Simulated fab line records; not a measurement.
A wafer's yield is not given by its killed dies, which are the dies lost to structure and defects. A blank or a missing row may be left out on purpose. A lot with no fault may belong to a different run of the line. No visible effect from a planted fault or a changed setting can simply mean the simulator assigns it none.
2 desks, one fault -- flow sky130 -- what lay behind the numbers comes last; until then each desk has only its own

THE TOOL OWNER'S DESK: pvdSputter-03
The tool's own readings at SKY_METAL1_SPUTTER_02 (material AlCu, target thk 250 nm, time 13.3 s): means of the sampled wafers that have a number, for each lot that ran on this tool. Any lot whose mean is over 4 standard deviations away from the usual mean is out of limits and marked OUT; that distance is given in the brackets.
Columns: A = throttleValvePct at SKY_METAL1_SPUTTER_02, usual 29.5 %
lot,first seen here,A
L145,day 32 22:22,29.6
L148,day 34 05:59,29.9
L151,day 34 22:01,28.8
L154,day 35 22:37,28.7
L156,day 36 10:17,30.7
L164,day 38 15:38,29.8
L165,day 38 22:03,29.8
This desk found nothing out of limits on any of the 7 lots.

FROM THE METROLOGY DESK
What the gauges read for every lot (on any tool): the sampled wafers with a number, averaged. Any lot whose mean is over 4 standard deviations away from the usual mean is out of limits and marked OUT; that distance is given in the brackets.
Columns: A = LOCAL_INTERCONNECT_TIN_RS at SKY_LOCAL_INTERCONNECT_RS_MEAS_01, usual 14.15 ohm/sq; B = METAL1_ALCU_RS at SKY_METAL1_RS_MEAS_05, usual 0.1265 ohm/sq; C = METAL1_ALCU_THK at SKY_METAL1_THK_MEAS_06, usual 247 nm
lot,first seen here,A,B,C
L142,day 29 02:17,14.09,0.1218,258
L145,day 30 12:32,14.22,0.1277,244
L148,day 31 20:49,14.31,0.1247,252
L149,day 31 21:07,13.92,0.1280,246
L151,day 32 13:53,14.15,0.1270,247
L154,day 33 14:50,14.17,0.1233,253
L155,day 33 19:32,14.33,0.1246,254
L156,day 34 02:35,14.19,0.1239,249
L162,day 35 20:52,14.28,0.1261,246
L164,day 36 09:14,13.88,0.1262,247
L165,day 36 15:14,14.17,0.1267,246
This desk found nothing out of limits on any of the 11 lots.

PUT TOGETHER
The desk of the tool owner found nothing out of limits.
At the metrology desk, nothing out of limits was observed.

WHAT THE SIMULATOR HAD INSERTED
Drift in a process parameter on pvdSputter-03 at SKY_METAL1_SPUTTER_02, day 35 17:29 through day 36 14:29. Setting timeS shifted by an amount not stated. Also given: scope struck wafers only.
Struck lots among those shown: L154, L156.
